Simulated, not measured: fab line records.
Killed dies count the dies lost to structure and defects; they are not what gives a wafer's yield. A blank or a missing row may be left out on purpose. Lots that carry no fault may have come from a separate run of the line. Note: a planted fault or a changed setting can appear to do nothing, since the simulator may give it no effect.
Matching of chambers	flow sky130	SKY_CONTACT_ETCH_17 on rie diel-04 has 4 sister chambers
The step etches SiO2 in C4F8/O2/Ar, stops on Si3N4, target depth 340 nm. 8 wafers are shown with their chamber, then 9 later ones without.

WAFERS, EACH WITH ITS CHAMBER
wafer	chamber	oes product au (a.u.)
L078.2	1	0.894
L078.5	2	0.891
L078.6	3	0.900
L079.2	3	0.897
L079.6	2	0.894
L086.2	0	0.894
L086.4	1	0.894
L086.5	0	0.887

WAFERS WHOSE CHAMBER IS MISSING
wafer	oes product au (a.u.)
L088.1	0.897
L088.2	0.889
L088.3	0.895
L088.4	0.896
L088.5	0.899
L088.6	0.884
L096.3	0.894
L096.4	0.895
L096.6	0.885

CHAMBER TAKEN BY EACH
wafer	from the rows above	in truth
L088.1	can't be placed: 3 or 1 or 2 or 0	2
L088.2	can't be placed: 0 or 2 or 1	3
L088.3	can't be placed: 1 or 2 or 3 or 0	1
L088.4	can't be placed: 1 or 3 or 2 or 0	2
L088.5	can't be placed: 3 or 1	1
L088.6	can't be placed: 0 or 2 or 1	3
L096.3	can't be placed: 1 or 2 or 0 or 3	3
L096.4	can't be placed: 1 or 2 or 3 or 0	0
L096.6	can't be placed: 0 or 2 or 1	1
Correct placement for 0 of the 9. From these rows, 9 cannot be placed; in 7 the true chamber is one of the candidates. 0 placed wrongly.
How it was worked out, from the rows above alone: a wafer's distance from a chamber is the root of the sum, over the readings, of the square of ((its reading less the chamber's mean) divided by the reading's scatter). If the next closest chamber is less than 2 further off than the closest, the wafer can't be placed; otherwise it belongs to the closest. A chamber's mean is the mean of its shown wafers. The scatter is the square root of a quotient: the sum, over the shown wafers, of each reading's squared deviation from its chamber's mean, divided by wafers minus chambers.
